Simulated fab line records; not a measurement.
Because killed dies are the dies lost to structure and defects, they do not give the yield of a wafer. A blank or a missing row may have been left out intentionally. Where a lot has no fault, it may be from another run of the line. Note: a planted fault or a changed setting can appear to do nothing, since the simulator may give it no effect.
Which tool did it?	flow sky130	Sampling: 13 lots, 38 wafers, 4 of 708 route steps

## WHAT EACH GAUGE READ, for each wafer
SKY_PAD_OPEN_BOW_MEAS_13. Usual: PAD_OPEN_BOW gives 46 um (standard deviation 9.6).
lot	measured	on	PAD_OPEN_BOW (um)	flag
L113	day 46 08:00	film-metro-04	58 54 64	
L114	day 46 18:37	film-metro-01	56 47 49	
L115	day 46 16:55	film-metro-04	60 53 61	
L116	day 47 01:00	film-metro-03	43 51 37	
L117	day 47 06:16	film-metro-04	53 58 53	
L118	day 47 09:35	film-metro-03	45 47 61	
L120	day 48 00:45	film-metro-01	41 32 37	
L122	day 48 05:14	film-metro-03	27 37 25	
L123	day 48 11:38	film-metro-03	58 49 58	
L125	day 49 02:47	film-metro-01	47 49 52	
L126	day 49 10:52	film-metro-01	47 39 42	
L131	day 50 09:56	film-metro-01	46 42 41	
L136	day 51 02:40	film-metro-03	56 49	

## TOOL THAT RAN EACH LOT (tool first, then ch and the chambers of the sampled wafers, then the start)
lot	SKY_GATE_OXIDE_OXIDATION_01	SKY_METAL5_METAL_ETCH_15	SKY_PASSIVATION_CVD_00
L113	furnace-02 ch 0, day 13 15:13	rie-metal-01 ch 0,1, day 44 10:49	pecvd-04 ch 0,1, day 44 11:38
L114	furnace-02 ch 0, day 13 23:17	rie-metal-01 ch 0,1, day 44 22:08	pecvd-03 ch 0,1,2, day 44 22:58
L115	furnace-02 ch 0, day 13 23:17	rie-metal-03 ch 0,1, day 44 19:28	pecvd-02 ch 0,2, day 44 20:19
L116	furnace-02 ch 0, day 14 07:52	rie-metal-04 ch 0,1, day 45 03:38	pecvd-04 ch 0,2, day 45 04:29
L117	furnace-01 ch 0, day 14 11:04	rie-metal-01 ch 0,1, day 45 07:59	pecvd-04 ch 1,2, day 45 08:47
L118	furnace-01 ch 0, day 14 18:06	rie-metal-03 ch 1, day 45 11:30	pecvd-02 ch 0,2, day 45 12:34
L120	furnace-02 ch 0, day 15 14:17	rie-metal-04 ch 0,1, day 46 04:46	pecvd-04 ch 1,2, day 46 05:35
L122	furnace-01 ch 0, day 15 23:26	rie-metal-03 ch 0,1, day 46 08:46	pecvd-04 ch 0,1,2, day 46 09:37
L123	furnace-01 ch 0, day 16 07:53	rie-metal-01 ch 0,1, day 46 16:32	pecvd-03 ch 1,2, day 46 17:22
L125	furnace-02 ch 0, day 17 08:32	rie-metal-01 ch 0,1, day 47 09:22	pecvd-02 ch 0,1,2, day 47 10:07
L126	furnace-02 ch 0, day 17 19:49	rie-metal-03 ch 0,1, day 47 17:59	pecvd-03 ch 0,1,2, day 47 18:49
L131	furnace-01 ch 0, day 19 13:45	rie-metal-04 ch 0,1, day 48 19:28	pecvd-03 ch 1,2, day 48 20:22
L136	furnace-01 ch 0, day 20 21:18	rie-metal-03 ch 0,1, day 49 14:18	pecvd-04 ch 1,2, day 49 15:02
- SKY_GATE_OXIDE_OXIDATION_01: stabilise 600 s, purge 300 s, target thk 10.268 nm.
- SKY_METAL5_METAL_ETCH_15: etches the open film in Cl2/BCl3, stops on SiO2, target depth 1260 nm, time 252 s.
- SKY_PASSIVATION_CVD_00: deposits SiO2, target thk 90 nm.

## WHAT THE TOOLS THEMSELVES READ (means of the sampled wafers that have a number; where no wafer has one, the mark that the record gives instead)
SKY_GATE_OXIDE_OXIDATION_01. Usual: ox-temp-c-max 904.1, standard deviation 1.3; zone-power-top-pct 32.2 %, standard deviation 3.
lot	tool	ox-temp-c-max	zone-power-top-pct (%)	flag
L113	furnace-02	905.1	28.8	
L114	furnace-02	905.8	28.7	
L115	furnace-02	906.0	28.6	
L116	furnace-02	906.8	28.7	
L117	furnace-01	902.8	34.8	
L118	furnace-01	903.6	34.9	
L120	furnace-02	905.7	28.5	
L122	furnace-01	903.1	35.0	
L123	furnace-01	903.0	34.9	
L125	furnace-02	905.8	28.8	
L126	furnace-02	905.1	29.1	
L131	furnace-01	903.2	34.7	
L136	furnace-01	903.4	34.2	

SKY_METAL5_METAL_ETCH_15. Usual: bcl3-flow-sccm 30.02 sccm, standard deviation 0.096; drypump-motor-current-A 5.4 A, standard deviation 0.4; oes-product-au 0.894 a.u., standard deviation 0.0049; throttle-valve-pct 22.264 %, standard deviation 0.0091.
lot	tool	bcl3-flow-sccm (sccm)	drypump-motor-current-A (A)	oes-product-au (a.u.)	throttle-valve-pct (%)	flag
L113	rie-metal-01	30.01	5.4	0.894	22.256	
L114	rie-metal-01	29.96	5.3	0.895	22.260	
L115	rie-metal-03	30.01	5.6	0.892	22.258	
L116	rie-metal-04	29.99	5.4	0.893	22.264	
L117	rie-metal-01	29.98	5.4	0.895	22.263	
L118	rie-metal-03	30.07	5.2	0.896	22.262	
L120	rie-metal-04	30.02	5.4	0.894	22.259	
L122	rie-metal-03	29.96	5.4	0.896	22.262	
L123	rie-metal-01	29.95	5.3	0.890	22.267	
L125	rie-metal-01	30.06	5.4	0.893	22.266	
L126	rie-metal-03	30.02	5.6	0.892	22.272	
L131	rie-metal-04	30.04	5.7	0.897	22.264	
L136	rie-metal-03	29.93	5.5	0.896	22.267	

SKY_PASSIVATION_CVD_00. Usual: heater-power-w at 659 W, with a standard deviation of 74.
lot	tool	heater-power-w (W)	flag
L113	pecvd-04	605	
L114	pecvd-03	696	
L115	pecvd-02	586	
L116	pecvd-04	700	
L117	pecvd-04	690	
L118	pecvd-02	587	
L120	pecvd-04	590	
L122	pecvd-04	649	
L123	pecvd-03	668	
L125	pecvd-02	654	
L126	pecvd-03	688	
L131	pecvd-03	691	
L136	pecvd-04	662	

## THE ANSWER, worked out from the rows above alone
Rule: a lot counts as off when the mean over its wafers that have a number is more than 3 standard deviations away from the usual mean. Also off: a lot with no number at a reading for which 4 or more lots have one. All remaining lots with rows at the step are treated as sound. Order of review: gauges by route order, followed by the tools' own readings, for which a lot's mean as printed above is used. At the first step where some lot is off, the reading lying furthest off is the one used; lots without a number count as furthest.
Nothing can be told from this: no lot is off at any reading shown.

## WHAT HAD BEEN PUT IN BY THE SIMULATOR
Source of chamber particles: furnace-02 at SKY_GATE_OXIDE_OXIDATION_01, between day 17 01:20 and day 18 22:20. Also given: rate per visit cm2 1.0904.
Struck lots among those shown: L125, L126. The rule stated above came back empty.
